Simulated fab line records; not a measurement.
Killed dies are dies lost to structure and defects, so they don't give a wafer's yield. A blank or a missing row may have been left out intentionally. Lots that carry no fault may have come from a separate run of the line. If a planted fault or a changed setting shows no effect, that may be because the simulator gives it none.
Which tool did it? + flow gf180mcu + 12 lots, 36 wafers sampled, at 6 steps of a route of 602

== WHAT THE GAUGES READ, wafer by wafer ==
GF_HV_LDD_THK_MEAS_57.
| lot  | measured     | on            | HV_LDD_CVD_56_THK (nm) |
|------|--------------|---------------|------------------------|
| L382 | day 13 13:47 | film-metro-02 | 89.7 90.3 90.0         |
| L384 | day 13 22:24 | film-metro-01 | 88.3 87.9 88.7         |
| L385 | day 14 01:28 | film-metro-01 | 90.0 90.3 90.8         |
| L387 | day 14 12:52 | film-metro-03 | 89.2 89.9 89.5         |
| L386 | day 14 15:34 | film-metro-01 | 87.5 88.6 88.4         |
| L389 | day 15 03:15 | film-metro-02 | 90.2 89.8 90.2         |
| L388 | day 15 12:22 | film-metro-02 | 89.8 89.2 89.4         |
| L390 | day 15 12:22 | film-metro-01 | 89.3 90.1 91.0         |
| L391 | day 15 20:05 | film-metro-03 | 89.4 90.8 90.6         |
| L392 | day 16 02:19 | film-metro-03 | 90.4 90.0 90.5         |
| L396 | day 17 08:07 | film-metro-02 | 90.0 90.9 89.4         |
| L403 | day 19 17:10 | film-metro-03 | 77.7 78.1 77.3         |

GF_NSD_TW_MEAS_12.
| lot  | measured     | on            | NSD_TW         |
|------|--------------|---------------|----------------|
| L382 | day 14 09:55 | film-metro-02 | 4277 4267 4259 |
| L384 | day 14 19:09 | film-metro-04 | 4239 4256 4237 |
| L385 | day 14 22:03 | film-metro-04 | 4219 4232 4225 |
| L387 | day 15 09:36 | film-metro-02 | 4300 4268 4302 |
| L386 | day 15 12:37 | film-metro-01 | 4289 4289 4288 |
| L389 | day 16 01:21 | film-metro-01 | 4293 4277 4260 |
| L388 | day 16 10:18 | film-metro-04 | 4244 4245 4218 |
| L390 | day 16 09:56 | film-metro-02 | 4299 4291 4317 |
| L391 | day 16 18:41 | film-metro-01 | 4291 4311 4296 |
| L392 | day 17 01:00 | film-metro-01 | 4288 4311 4268 |
| L396 | day 18 07:58 | film-metro-04 | 4248 4251 4233 |
| L403 | day 20 17:27 | film-metro-02 | 4322 4329 4311 |

GF_CONTACT_THK_MEAS_01.
| lot  | measured     | on            | CONTACT_CVD_00_THK (nm) |
|------|--------------|---------------|-------------------------|
| L382 | day 16 06:26 | film-metro-03 | 298 303 299             |
| L384 | day 16 15:36 | film-metro-03 | 300 302 302             |
| L385 | day 16 18:19 | film-metro-02 | 300 304 299             |
| L387 | day 17 07:25 | film-metro-03 | 303 301 303             |
| L386 | day 17 10:35 | film-metro-03 | 302 298 298             |
| L389 | day 18 01:43 | film-metro-02 | 302 299 304             |
| L388 | day 18 10:31 | film-metro-03 | 301 295 294             |
| L390 | day 18 10:04 | film-metro-01 | 299 305 303             |
| L391 | day 18 19:39 | film-metro-01 | 302 298 303             |
| L392 | day 19 02:28 | film-metro-03 | 303 294 302             |
| L396 | day 20 09:57 | film-metro-02 | 300 299 299             |
| L403 | day 22 17:43 | film-metro-02 | 305 305 302             |

== WHICH TOOL RAN EACH LOT (tool, then ch and the chambers of the sampled wafers, then the start) ==
| lot  | GF_HV_LDD_CVD_56            | GF_HV_LDD_ETCHBACK_58              | GF_SALICIDE_RTA_06               |
|------|-----------------------------|------------------------------------|----------------------------------|
| L382 | lpcvd-02 ch 0, day 13 10:33 | rie-diel-02 ch 2,3, day 13 13:50   | rtp-anneal-01 ch 0, day 16 06:07 |
| L384 | lpcvd-01 ch 1, day 13 20:58 | rie-diel-01 ch 1,3, day 13 22:28   | rtp-anneal-02 ch 0, day 16 15:16 |
| L385 | lpcvd-01 ch 0, day 14 00:02 | rie-diel-03 ch 2,3, day 14 01:31   | rtp-anneal-01 ch 0, day 16 17:58 |
| L387 | lpcvd-02 ch 1, day 14 11:26 | rie-diel-02 ch 0,2,3, day 14 12:55 | rtp-anneal-02 ch 0, day 17 06:59 |
| L386 | lpcvd-01 ch 0, day 14 14:08 | rie-diel-03 ch 0,3, day 14 15:37   | rtp-anneal-02 ch 0, day 17 10:10 |
| L389 | lpcvd-02 ch 1, day 15 01:49 | rie-diel-03 ch 0,1,3, day 15 03:19 | rtp-anneal-01 ch 0, day 18 01:23 |
| L388 | lpcvd-02 ch 1, day 15 10:56 | rie-diel-02 ch 1,2, day 15 12:25   | rtp-anneal-02 ch 0, day 18 10:10 |
| L390 | lpcvd-02 ch 0, day 15 10:56 | rie-diel-01 ch 1,2,3, day 15 12:25 | rtp-anneal-01 ch 0, day 18 09:43 |
| L391 | lpcvd-02 ch 1, day 15 18:39 | rie-diel-03 ch 0,2, day 15 20:08   | rtp-anneal-02 ch 0, day 18 19:13 |
| L392 | lpcvd-02 ch 1, day 16 00:52 | rie-diel-03 ch 0,2, day 16 02:22   | rtp-anneal-01 ch 0, day 19 02:08 |
| L396 | lpcvd-01 ch 0, day 17 06:41 | rie-diel-01 ch 0,1, day 17 08:10   | rtp-anneal-02 ch 0, day 20 09:37 |
| L403 | lpcvd-02 ch 0, day 19 15:43 | rie-diel-03 ch 0,1, day 19 17:13   | rtp-anneal-01 ch 0, day 22 17:23 |
- GF_HV_LDD_CVD_56: deposits Si3N4 from DCS/NH3, target thk 90 nm, time 1543 s.
- GF_HV_LDD_ETCHBACK_58: etches Si3N4 in CH3F/O2, stops on SiO2, time 100 s, target depth 90 nm.
- GF_SALICIDE_RTA_06: time 30 s.

== AS READ BY THE TOOLS THEMSELVES (means over the sampled wafers that have a number; for cases with no such wafer, the mark the record gives instead) ==
GF_HV_LDD_CVD_56.
| lot  | tool     | spike-tc-upper-C (C) |
|------|----------|----------------------|
| L382 | lpcvd-02 | 769.0                |
| L384 | lpcvd-01 | 769.4                |
| L385 | lpcvd-01 | 770.7                |
| L387 | lpcvd-02 | 769.9                |
| L386 | lpcvd-01 | 770.1                |
| L389 | lpcvd-02 | 769.6                |
| L388 | lpcvd-02 | 769.9                |
| L390 | lpcvd-02 | 771.2                |
| L391 | lpcvd-02 | 769.0                |
| L392 | lpcvd-02 | 768.5                |
| L396 | lpcvd-01 | 770.8                |
| L403 | lpcvd-02 | 771.0                |

GF_HV_LDD_ETCHBACK_58.
| lot  | tool        | drypump-motor-current-A (A) | oes-product-au (a.u.) | rf-fwd-power-W (W) | throttle-valve-pct (%) |
|------|-------------|-----------------------------|-----------------------|--------------------|------------------------|
| L382 | rie-diel-02 | 5.0                         | 0.842                 | 397.9              | 10.562                 |
| L384 | rie-diel-01 | 5.7                         | 0.833                 | 397.2              | 10.556                 |
| L385 | rie-diel-03 | 5.4                         | 0.846                 | 398.3              | 10.560                 |
| L387 | rie-diel-02 | 5.3                         | 0.842                 | 398.2              | 10.548                 |
| L386 | rie-diel-03 | 5.7                         | 0.835                 | 397.5              | 10.558                 |
| L389 | rie-diel-03 | 5.5                         | 0.844                 | 398.1              | 10.552                 |
| L388 | rie-diel-02 | 5.2                         | 0.841                 | 396.3              | 10.557                 |
| L390 | rie-diel-01 | 5.5                         | 0.844                 | 397.1              | 10.563                 |
| L391 | rie-diel-03 | 5.5                         | 0.843                 | 397.7              | 10.556                 |
| L392 | rie-diel-03 | 5.5                         | 0.844                 | 397.0              | 10.567                 |
| L396 | rie-diel-01 | 5.2                         | 0.841                 | 395.0              | 10.571                 |
| L403 | rie-diel-03 | 5.6                         | 0.783                 | 397.9              | 10.560                 |

GF_SALICIDE_RTA_06.
| lot  | tool          | lamp-power-pct (%) | wafer_temp_C_max |
|------|---------------|--------------------|------------------|
| L382 | rtp-anneal-01 | 6.9                | 532.0            |
| L384 | rtp-anneal-02 | 5.6                | 532.0            |
| L385 | rtp-anneal-01 | 6.9                | 531.8            |
| L387 | rtp-anneal-02 | 5.6                | 531.9            |
| L386 | rtp-anneal-02 | 5.6                | 532.5            |
| L389 | rtp-anneal-01 | 6.9                | 531.8            |
| L388 | rtp-anneal-02 | 5.6                | 532.3            |
| L390 | rtp-anneal-01 | 6.9                | 532.0            |
| L391 | rtp-anneal-02 | 5.6                | 531.8            |
| L392 | rtp-anneal-01 | 6.9                | 532.0            |
| L396 | rtp-anneal-02 | 5.6                | 532.5            |
| L403 | rtp-anneal-01 | 6.9                | 531.9            |

== THE ANSWER, worked out from the rows above alone ==
Rule: what is usual is taken from the lots themselves. The widest of any qualifying gaps counts: lots, ordered by their means at a reading, are off when they make up no more than a third of the lots, leave a main group of 4 or more, and stand apart from it by 3 or more times the standard deviation of that group's means. Not used: any main group whose means are identical at the precision the tables above print for the reading. Also off: a lot with no number at a reading for which 4 or more lots have one. Where the step has rows for the other lots, those lots are counted as sound. First the gauges in route order, then the tools' own readings, where a lot's mean is used as printed above. The first step at which some lot is off is used, and at that step the reading that is off furthest; a lot without a number counts as furthest.
Off: L403, seen at GF_HV_LDD_THK_MEAS_57 (HV_LDD_CVD_56_THK). Main group: mean 89.7 nm, sd 0.74.
If a tool, at a process step before that reading, ran all the lots that are off and no sound lot after the first of them, it fits. The gauges at GF_HV_LDD_THK_MEAS_57 aren't tried: what is off there is off at GF_HV_LDD_ETCHBACK_58 too, on other tools, and a gauge's error can't cause that. One fits: lpcvd-02 at GF_HV_LDD_CVD_56. A fault onset in the window from L392 (day 16 00:52, its last sound lot) to L403 (day 19 15:43, its first lot off) fits.

== WHAT THE SIMULATOR PUT IN ==
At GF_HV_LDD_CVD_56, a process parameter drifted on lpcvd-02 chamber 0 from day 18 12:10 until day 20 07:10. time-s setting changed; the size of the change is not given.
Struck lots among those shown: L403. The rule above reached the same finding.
